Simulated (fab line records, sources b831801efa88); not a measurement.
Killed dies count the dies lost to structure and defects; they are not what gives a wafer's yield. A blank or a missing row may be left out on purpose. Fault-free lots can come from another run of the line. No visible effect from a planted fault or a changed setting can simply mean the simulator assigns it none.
Code-filled problem report in 8D (eight disciplines) form | flow sky130 | the parts of the form that need people (team, actions taken, sign-off) are left out

1. WHAT WENT WRONG
At SKY_METAL4_METAL_ETCH_18, oes product au averages 0.764 a.u. over 3 wafers from 2 lots, while fault-free wafers read 0.868 a.u., standard deviation 0.0057. Relative to the usual mean, that is a shift of -18 standard deviations.
The step: etches the open film in Cl2/BCl3, stops on SiO2, target depth 845 nm, time 183.1 s.
First seen on wafer L612.4, day 46 06:19, on rie metal-04. At this step, 33 wafers from 11 lots have a number in the record. Rule for "out", or "out of limits": more than 4 standard deviations from the usual mean. The other wafers with a number count as sound.

2. WHAT IT IS AND WHAT IT IS NOT
question                    | is                         | is not
which readings at this step | oes product au             | drypump motor current A, throttle valve pct
which lots                  | L612, L620                 | L599, L602, L606, L607, L608, L609, L610, L611, L613
which wafers of those lots  | L612.4, L620.1, L620.5     | L612.1, L612.6, L620.4
read on which tools         | rie metal-02, rie metal-04 | rie metal-01
when                        | from day 46 06:19          | up to then (26 sound wafers); but 4 sound wafers of L613, L620 came after

3. WHAT RULES OUT EACH SUSPECT
Counting: any tool at a process step up to the reading remains a suspect provided it ran every lot that is out. Sound lots after the first of them don't rule it out here, since some wafers of a struck lot are sound.
- pvd sputter-02 at SKY_METAL3_SPUTTER_02 (material AlCu, target thk 735 nm, time 39.1 s): kept. Every lot that is out went through it, the first being L612 (day 41 05:41); the last sound lot it ran before that was L611 (day 41 03:13).
- pvd sputter-01 at SKY_METAL4_SPUTTER_02 (material AlCu, target thk 735 nm, time 39.1 s): kept. Every lot that is out went through it, the first being L612 (day 44 08:05); the last sound lot it ran before that was L611 (day 44 05:20).
What counting leaves: pvd sputter-02 at SKY_METAL3_SPUTTER_02 and pvd sputter-01 at SKY_METAL4_SPUTTER_02.

4. THE CAUSE (what the simulator had put in)
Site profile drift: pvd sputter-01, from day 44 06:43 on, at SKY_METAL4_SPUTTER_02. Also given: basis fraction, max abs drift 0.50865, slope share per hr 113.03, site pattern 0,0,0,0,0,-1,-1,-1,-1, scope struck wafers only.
After counting, 2 suspects remain, this tool included.

5. THE EFFECT CHAIN, in route order
Each row: a reading whose mean over the struck wafers that have a number lies more than 3 standard deviations from the usual. Only readings whose record carries a usual standard deviation are examined. hours: median over the lots of the time between each lot's start at the first step of this table that gives one and its start at this step. sigmas: the change, counted in usual standard deviations.
hours | step                     | reading        | usual      | on struck wafers | change | sigmas
0     | SKY_METAL4_METAL_ETCH_18 | oes product au | 0.868 a.u. | 0.764            | -0.104 | -18
Here are the process steps it includes:
- SKY_METAL4_METAL_ETCH_18: etches the open film in Cl2/BCl3, stops on SiO2, target depth 845 nm, time 183.1 s.

6. HOW IT WOULD HAVE BEEN CAUGHT EARLIER
The fault began at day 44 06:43; the first out-of-limits reading in this record came at day 46 06:19, 48 hours later.
Of the tool readings at SKY_METAL4_SPUTTER_02 for which the record gives a usual standard deviation, none was out on any struck wafer, so an alarm limit of 4 standard deviations on them would not have fired.
Of the lots that are out (2), L620 began SKY_METAL4_SPUTTER_02 on pvd sputter-01 after day 46 06:19. A hold on the tool at that time would have spared it.
